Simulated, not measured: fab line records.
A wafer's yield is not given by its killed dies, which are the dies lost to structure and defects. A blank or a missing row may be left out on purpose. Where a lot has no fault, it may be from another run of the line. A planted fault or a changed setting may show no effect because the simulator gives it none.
Which tool did it? + flow sky130 + 7 lots (21 wafers sampled), 1 step of a 708-step route

WHAT EACH GAUGE READ, for each wafer
SKY_VIA3_OVL_MEAS_13.
| lot  | measured     | on         | VIA3_OVL (nm) |
|------|--------------|------------|---------------|
| L857 | day 41 09:01 | overlay-02 | 0 3 0         |
| L860 | day 41 22:56 | overlay-02 | 2 5 6         |
| L863 | day 42 09:17 | overlay-02 | 4 3 3         |
| L869 | day 43 19:31 | overlay-01 | 0 2 -2        |
| L873 | day 44 21:38 | overlay-01 | -4 -9 -3      |
| L875 | day 45 15:29 | overlay-02 | -7 -2 0       |
| L877 | day 45 23:16 | overlay-01 | 5 9 5         |

WHAT TOOL EACH LOT RAN ON (gives the tool, then ch and the chambers of the sampled wafers, and finally the start)
Record: no process step prior to these readings.

THE ANSWER, worked out from the rows above alone
Rule: the lots themselves supply what counts as usual. Put in order of their means at a reading, lots are off if they are a third of the lots or fewer, leave a main group of 4 or more, and stand apart from it by a gap of 3 or more times the standard deviation of the main group's means; of several such gaps the widest counts. A main group whose means are all the same, to the digits that the tables above print for the reading, isn't used. A lot without any number at a reading at which 4 lots or more have one is off too. Any other lot the step has rows for is counted as sound.
None of the lots is off at any reading shown; this tells nothing.

WHAT HAD BEEN PUT IN BY THE SIMULATOR
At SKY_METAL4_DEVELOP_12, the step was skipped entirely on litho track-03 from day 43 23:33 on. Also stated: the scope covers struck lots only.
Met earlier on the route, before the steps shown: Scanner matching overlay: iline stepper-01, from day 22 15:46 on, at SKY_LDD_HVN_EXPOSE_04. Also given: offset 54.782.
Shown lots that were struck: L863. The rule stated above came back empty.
